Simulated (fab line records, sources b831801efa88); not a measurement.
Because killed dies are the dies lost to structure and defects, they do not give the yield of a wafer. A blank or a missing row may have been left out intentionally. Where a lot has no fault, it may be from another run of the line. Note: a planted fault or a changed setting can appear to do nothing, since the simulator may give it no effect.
Problem report, 8D (eight disciplines) form, completed by code    flow sky130    the parts of the form that need people (team, actions taken, sign-off) are left out

## 1. THE PROBLEM
At SKY_SD_P_CD_MEAS_07, cd nm averages 362.5 nm over 6 wafers from 2 lots, while fault-free wafers read 379.7 nm, standard deviation 2.6. Relative to the usual mean, that is a shift of -6.6 standard deviations.
The step: target cd 380 nm.
First seen on wafer L746.3, day 31 16:41, on cd sem-02. At this step, 39 wafers from 13 lots have a number in the record. The rule behind "out" and "out of limits": a value lying over 4 standard deviations away from the usual mean. Any other wafer with a number is counted as sound.

## 2. WHAT IT IS, WHAT IT ISN'T
question                     is                      is not
which readings at this step  cd nm                   -
which lots                   L746, L747              L728, L733, L734, L735, L736, L737, L738, L739, L740, L749, L750
which wafers of those lots   all that have a number  -
read on which gauges         cd sem-01, cd sem-02    -
when                         from day 31 16:41       up to then (27 sound wafers); but 6 sound wafers of L749, L750 came after

## 3. SUSPECTS, AND WHAT RULES EACH OUT
Counting: a tool at a process step up to the reading stays a suspect if it ran every lot that is out and no sound lot after the first of them.
- the gauge at SKY_SD_P_CD_MEAS_07 is ruled out. Those wafers that are out were read across 2 gauges (cd sem-01, cd sem-02).
- iline stepper-02 at SKY_SD_P_EXPOSE_04 (exposes mask PSDM, target cd 380 nm): kept. It processed each lot that is out, first L746 at day 31 02:41, and no sound lot thereafter; up to then, the last sound lot it processed was L736 at day 28 00:50. Its own readings are out on those wafers: exposure dose mJ cm2.
The count leaves iline stepper-02 at SKY_SD_P_EXPOSE_04.

## 4. THE CAUSE (what the simulator had put in)
Drift in process parameters on iline stepper-02 at SKY_SD_P_EXPOSE_04, starting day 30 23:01. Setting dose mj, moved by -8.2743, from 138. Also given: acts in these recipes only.
Only this tool survived the counting.

## 5. THE CHAIN OF EFFECTS, in route order
Each row: a reading where the mean over the struck wafers with a number is more than 3 standard deviations away from the usual. Readings are gone through only where the record gives a usual standard deviation; hours: the median, over the lots, of the time from a lot's start at the first step in this table giving one to that lot's start at this step; sigmas: the change measured in usual standard deviations.
hours  step                 reading               usual     on struck wafers  change  sigmas
0      SKY_SD_P_EXPOSE_04   exposure dose mJ cm2  137.98    129.78            -8.20   -55
14     SKY_SD_P_CD_MEAS_07  cd nm                 379.7 nm  362.5             -17.2   -6.6
Its process steps:
- SKY_SD_P_EXPOSE_04: exposes mask PSDM, target cd 380 nm.
Later measuring or inspecting steps at which every struck wafer that the step has a row for has a number for every such reading, and none has moved that far: SKY_SD_P_TW_MEAS_11.

## 6. HOW IT WOULD HAVE BEEN CAUGHT EARLIER
Counted from the fault's start at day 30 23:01, it took 18 hours until the first out-of-limits reading at a measuring or inspecting step in this record, taken at day 31 16:41.
The tool's own readings at SKY_SD_P_EXPOSE_04 were out on every struck wafer that the step has a row for (exposure dose mJ cm2): an alarm limit on them would have fired on the first of those.
By day 31 16:41 the whole set of lots that are out, 2 in number, had already begun SKY_SD_P_EXPOSE_04 on iline stepper-02. Tool hold at that time: it would have spared none of them.
